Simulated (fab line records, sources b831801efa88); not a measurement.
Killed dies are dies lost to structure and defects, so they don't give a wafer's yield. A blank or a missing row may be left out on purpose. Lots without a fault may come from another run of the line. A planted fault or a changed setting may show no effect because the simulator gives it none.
Which tool did it? | flow gf180mcu | 6 lots, 18 wafers sampled, at 2 steps of a route of 602

WHAT THE GAUGES READ, wafer by wafer
GF_HV_LDD_CD_MEAS_07: target cd 400 nm.
lot  | measured     | on        | cd_nm (nm)
L231 | day 10 03:37 | cd_sem-02 | 402.1 400.7 401.4
L240 | day 13 13:10 | cd_sem-02 | - - -
L243 | day 14 00:00 | cd_sem-01 | - - -
L245 | day 14 22:44 | cd_sem-02 | 398.1 398.8 399.3
L250 | day 16 02:49 | cd_sem-02 | 397.9 398.1 399.4
L253 | day 17 00:59 | cd_sem-02 | 400.2 397.7 398.2

WHICH TOOL RAN EACH LOT (tool, then ch and the chambers of the sampled wafers, then the start)
lot  | GF_HV_LDD_COAT_02
L231 | litho_track-04 ch 0, day 9 18:58
L240 | litho_track-01, day 13 02:56
L243 | litho_track-04, day 13 13:27
L245 | litho_track-01 ch 0, day 14 11:38
L250 | litho_track-04 ch 0, day 15 15:53
L253 | litho_track-01 ch 0, day 16 14:07
- GF_HV_LDD_COAT_02: resist thk 1000 nm.

THE ANSWER, worked out from the rows above alone
Rule: what is usual is taken from the lots themselves. Put in order of their means at a reading, lots are off if they are a third of the lots or fewer, leave a main group of 4 or more, and stand apart from it by a gap of 3 or more times the standard deviation of the main group's means; of several such gaps the widest counts. A main group whose means are all the same, to the digits that the tables above print for the reading, isn't used. A lot without any number at a reading at which 4 lots or more have one is off too. The other lots that the step has rows for count as sound.
Off: L240, L243, at GF_HV_LDD_CD_MEAS_07 (cd_nm). Without a number there: L240, L243. The main group: mean 399.3 nm, standard deviation 1.2.
A tool fits if, at a process step before that reading, it ran every lot that is off, and no sound lot after the first of them. The gauges at GF_HV_LDD_CD_MEAS_07 are tried like those tools. None of those tried fits.

WHAT THE SIMULATOR HAD PUT IN
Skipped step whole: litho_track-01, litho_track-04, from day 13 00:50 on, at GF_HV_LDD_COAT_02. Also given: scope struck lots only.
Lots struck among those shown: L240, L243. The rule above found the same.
